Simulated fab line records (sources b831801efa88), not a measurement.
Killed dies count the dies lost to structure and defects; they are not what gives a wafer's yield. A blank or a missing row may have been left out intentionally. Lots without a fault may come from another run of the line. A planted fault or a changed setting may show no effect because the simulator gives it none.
What tool caused it? :: flow sky130 :: 6 lots, 18 wafers sampled, at 1 step of a route of 708

== WHAT EACH GAUGE READ, for each wafer ==
SKY_NWELL_THK_MEAS_02.
lot: L860
measured: day 2 19:55
on: film-metro-03
NWELL_OXIDATION_THK (nm): 10.24 10.29 10.17

lot: L862
measured: day 3 04:11
on: film-metro-01
NWELL_OXIDATION_THK (nm): 10.40 10.32 10.41

lot: L864
measured: day 3 19:37
on: film-metro-02
NWELL_OXIDATION_THK (nm): 9.85 9.98 9.80

lot: L875
measured: day 5 22:52
on: film-metro-01
NWELL_OXIDATION_THK (nm): 11.27 11.32 11.38

lot: L878
measured: day 6 13:02
on: film-metro-03
NWELL_OXIDATION_THK (nm): 10.19 10.30 10.23

lot: L881
measured: day 7 06:10
on: film-metro-03
NWELL_OXIDATION_THK (nm): 10.15 10.10 10.00

== WHAT TOOL EACH LOT RAN ON (gives the tool, then ch and the chambers of the sampled wafers, and finally the start) ==
No process step before these readings appears in the record.

== THE ANSWER, worked out from the rows above alone ==
Rule: the usual values come from the lots themselves. The widest of any qualifying gaps counts: lots, ordered by their means at a reading, are off when they make up no more than a third of the lots, leave a main group of 4 or more, and stand apart from it by 3 or more times the standard deviation of that group's means. A main group whose means are all the same, to the digits that the tables above print for the reading, isn't used. Also off: a lot with no number at a reading for which 4 or more lots have one. All remaining lots with rows at the step are treated as sound.
Off: at SKY_NWELL_THK_MEAS_02 (NWELL_OXIDATION_THK), L875. The main group: mean 10.16 nm, standard deviation 0.17.
If a tool, at a process step before that reading, ran all the lots that are off and no sound lot after the first of them, it fits. The gauges at SKY_NWELL_THK_MEAS_02 are tried like those tools. One fits: SKY_NWELL_THK_MEAS_02 on film-metro-01. Its last sound lot is L862 (day 3 04:11), its first lot that is off L875 (day 5 22:52): a fault that began between those two fits.

== WHAT THE SIMULATOR HAD PUT IN ==
Metrology matching offset: film-metro-01, from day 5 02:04 on, at SKY_NWELL_THK_MEAS_02. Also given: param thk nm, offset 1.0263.
Lots struck among those shown: L875. This agrees with what the rule above found.
